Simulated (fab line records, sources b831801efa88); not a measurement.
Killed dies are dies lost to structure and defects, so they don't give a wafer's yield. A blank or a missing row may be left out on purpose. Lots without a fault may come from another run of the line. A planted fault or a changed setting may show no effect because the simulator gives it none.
A struck lot beside a sound one | flow sky130 | 18 steps out of a route of 708
Sound: wafers L528.2, L528.4, L528.5. Struck: wafers L534.1, L534.2, L534.5. The cause comes at the end.
At each step with rows: each side's tool, then ch and its chambers, then its first start. Under that, the readings that differ: sound wafers | struck wafers | difference of the means | sigmas: that difference in standard deviations of wafers without a fault.
alike: readings whose means differ by less than 2 such deviations, and words and numbers that are the same on both sides. not compared: withheld readings, readings that some wafer has no value for, bounds like >300 that may hide the same value, and numbers for which the record gives no deviation and whose values overlap.
The two part at a step that has a row with sigmas, a row that says differs or no value, or rows on one side only. Numbers that don't overlap but have no deviation are shown without sigmas and don't part them. A reading that every wafer of one side lacks parts them only if that side has two wafers or more.

first, 1 step without rows for these wafers: SKY_VT_ADJUST_PCH_IMPLANT_08.
SKY_VT_ADJUST_PCH_STRIP_09: strips in O2/N2.
  sound on plasma_asher-02 ch 0,1, day 12 18:33; struck on plasma_asher-01 ch 0,1, day 14 10:40
  alike: drypump_motor_current_A, oes_product_au, strip_time_to_endpoint_s
  not compared: rf_hours_counter_h
SKY_VT_ADJUST_PCH_TW_MEAS_10:
  sound on film_metro-04, day 12 18:40; struck on film_metro-01, day 14 10:46
  alike: VT_ADJUST_PCH_TW
then, 7 steps without rows for these wafers: SKY_SONOS_TUNNEL_DEHYDRATE_00 (time 60 s); SKY_SONOS_TUNNEL_HMDS_01 (prime time 60 s); SKY_SONOS_TUNNEL_COAT_02 (resist thk 1140 nm); SKY_SONOS_TUNNEL_SOFTBAKE_03 (time 60 s); SKY_SONOS_TUNNEL_EXPOSE_04 (exposes mask TUNM, target cd 410 nm); SKY_SONOS_TUNNEL_PEB_05; SKY_SONOS_TUNNEL_DEVELOP_06 (develop time 60 s).
SKY_SONOS_TUNNEL_CD_MEAS_07: target cd 410 nm.
  sound on cd_sem-01, day 13 19:47; struck on cd_sem-01, day 15 13:34
  alike: cd_nm
SKY_SONOS_TUNNEL_OVL_MEAS_08:
  sound on overlay-02, day 13 19:54; struck on overlay-01, day 15 13:41
  alike: SONOS_TUNNEL_OVL
SKY_SONOS_TUNNEL_IMPLANT_09:
  sound on implanter-03 ch 0, day 13 19:57; struck on implanter-03 ch 0, day 15 14:02
  alike: beam_energy_keV, dose_ions_cm2
then, 2 steps without rows for these wafers: SKY_SONOS_TUNNEL_WET_ETCH_10 (etches SiO2 in dHF, target depth 14 nm, time 280 s); SKY_SONOS_TUNNEL_STRIP_11 (strips in SPM, time 600 s).
SKY_SONOS_TUNNEL_TW_MEAS_12:
  sound on film_metro-02, day 13 20:22; struck on film_metro-02, day 15 14:43
  reading         | sound             | struck            | difference | sigmas
  SONOS_TUNNEL_TW | 200.0 200.7 201.9 | 246.5 245.8 246.0 | +45.2      | +22
then, 1 step without rows for these wafers: SKY_SONOS_TUNNEL_CLEAN_13 (cleans in dHF, time 20 s).
-- the record jumps here: 33 days lie between the struck wafers' starts before and after (it left off in module SONOS_TUNNEL and takes up again in module PAD_OPEN, whose first step shown is number 708 of the route) --
SKY_PAD_OPEN_PROBE_99:
  sound on prober-01, day 47 22:56; struck on prober-01, day 49 00:47
  reading                                 | sound                   | struck                  | difference | sigmas
  model.etest.tip_sonos.rs_ohm_sq         | 2631 2583 2605          | 2755 2732 2809          | +159       |
  model.etest.sonos_uncharged.r_on_ohm_um | 808.3 818.6 801.1       | 883.9 884 880.2         | +73.4      |
  model.etest.sonos_baked.vt_v (V)        | 1.004 1.018 1.005       | 1.179 1.232 1.213       | +0.199     |
  model.etest.sonos_programmed.vt_v (V)   | 1.539 1.46 1.51         | 1.73 1.716 1.776        | +0.24      |
  model.etest.sonos_uncharged.vt_v (V)    | -0.4582 -0.4724 -0.4676 | -0.2051 -0.2057 -0.2272 | +0.2534    |
  model.etest.sonos_erased.vt_v (V)       | -2.338 -2.355 -2.328    | -2.083 -2.021 -2.087    | +0.277     |
  alike: killed_at_M0_to_M3, killed_at_M4_up, killed_at_contacts, killed_at_front_end, killed_at_other, killed_dies, killed_open, killed_short

WHERE THEY PART
Only at SKY_SONOS_TUNNEL_TW_MEAS_12, within this record. Later steps at which nothing parts them and some readings are alike: SKY_PAD_OPEN_PROBE_99.

WHY: what the simulator had put in
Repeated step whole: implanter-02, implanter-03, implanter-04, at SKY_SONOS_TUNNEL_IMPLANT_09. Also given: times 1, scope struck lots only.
